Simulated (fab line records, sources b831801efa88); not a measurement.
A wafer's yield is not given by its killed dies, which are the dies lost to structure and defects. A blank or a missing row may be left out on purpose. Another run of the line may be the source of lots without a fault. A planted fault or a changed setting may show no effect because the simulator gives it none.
Struck lot and sound lot, side by side / flow sky130 / 18 steps out of a route of 708
Sound: the wafers L590.2, L590.4, L590.6. The struck wafers were L604.2, L604.3, L604.6. The cause comes at the end.
For every step that has rows: the tool of each side, followed by ch and its chambers, followed by its first start. Under that, the readings that differ: sound wafers / struck wafers / difference of the means / sigmas: that difference in standard deviations of wafers without a fault.
alike: a reading whose means differ by less than 2 such deviations, as well as words and numbers matching on both sides. not compared: withheld readings; readings where some wafer has no value; bounds like >300 that might hide an equal value; numbers whose values overlap and for which the record gives no deviation.
Wherever a step has rows on one side only, a row that says differs or no value, or a row with sigmas, the two part there. Numbers that don't overlap but have no deviation are shown without sigmas and don't part them. Lack of a reading on every wafer of one side parts them only where that side has two or more wafers.

SKY_LDD_HVP_STRIP_09: strips in O2/N2.
  sound on plasmaAsher-02 ch 0,1, day 24 23:24; struck on plasmaAsher-04 ch 0,1, day 30 06:45
  alike: drypumpMotorCurrentA, n2FlowSccm, oesProductAu, stripTimeToEndpointS
  not compared: rfHoursCounterH
SKY_LDD_HVP_TW_MEAS_10:
  sound on filmMetro-03, day 24 23:31; struck on filmMetro-03, day 30 06:52
  alike: LDD_HVP_TW
then, 7 steps without rows for these wafers: SKY_LDD_LDN_DEHYDRATE_00 (time 60 s); SKY_LDD_LDN_HMDS_01 (prime time 60 s); SKY_LDD_LDN_COAT_02 (resist thk 1140 nm); SKY_LDD_LDN_SOFTBAKE_03 (time 60 s); SKY_LDD_LDN_EXPOSE_04 (exposes mask LDNTM, target cd 700 nm); SKY_LDD_LDN_PEB_05; SKY_LDD_LDN_DEVELOP_06 (develop time 60 s).
SKY_LDD_LDN_OVL_MEAS_07:
  sound on overlay-02, day 26 04:07; struck on overlay-02, day 31 10:44
  alike: LDD_LDN_OVL
then, 2 steps without rows for these wafers: SKY_LDD_LDN_IMPLANT_08; SKY_LDD_LDN_IMPLANT_09.
SKY_LDD_LDN_IMPLANT_10:
  sound on implanter-01 ch 0, day 26 04:28; struck on implanter-01 ch 0, day 31 11:05
reading=doseIonsCm2; sound=1.2504e+13 1.2486e+13 1.2493e+13; struck=3.05e+12 3.052e+12 3.071e+12; difference=-9.44e+12; sigmas=-99 or more
reading=faradayCurrentUA; sound=70.3 69.3 68.0; struck=17.0 17.2 17.2; difference=-52.1; sigmas=-37
after that, 1 step had no rows for these wafers: SKY_LDD_LDN_IMPLANT_11.
SKY_LDD_LDN_STRIP_12: strips in O2/N2.
  sound on plasmaAsher-04 ch 0,1, day 26 04:45; struck on plasmaAsher-03 ch 0,1, day 31 11:22
  alike: drypumpMotorCurrentA, n2FlowSccm, oesProductAu, stripTimeToEndpointS
  not compared: rfHoursCounterH
SKY_LDD_LDN_TW_MEAS_13:
  sound on filmMetro-04, day 26 04:52; struck on filmMetro-03, day 31 11:29
reading=LDD_LDN_TW; sound=1478 1486 1486; struck=1418 1415 1412; difference=-68; sigmas=-4
then, 1 step without rows for these wafers: SKY_LDD_LDN_CLEAN_14 (cleans in SC1/SC2, time 150 s).
-- the record jumps here: 20 days lie between the struck wafers' starts before and after (it left off in module LDD_LDN and takes up again in module PAD_OPEN, whose first step shown is number 708 of the route) --
SKY_PAD_OPEN_PROBE_99:
  sound on prober-02, day 47 23:01; struck on prober-01, day 51 08:01
reading=model.etest.tipSonos.rsOhmSq; sound=2702 2693 2650; struck=2991 2964 2968; difference=+293; sigmas=
  alike: killed_at_M0_to_M3, killed_at_M4_up, killedAtContacts, killedAtFrontEnd, killedAtOther, killedDies, killedOpen, killedShort

WHERE THEY PART
At SKY_LDD_LDN_IMPLANT_10 first; at SKY_LDD_LDN_TW_MEAS_13 last (within this record only). Later steps at which nothing parts them and some readings are alike: SKY_PAD_OPEN_PROBE_99.

WHY: what the simulator had put in
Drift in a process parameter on implanter-01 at SKY_LDD_LDN_IMPLANT_10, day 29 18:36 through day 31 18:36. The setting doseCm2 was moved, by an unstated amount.
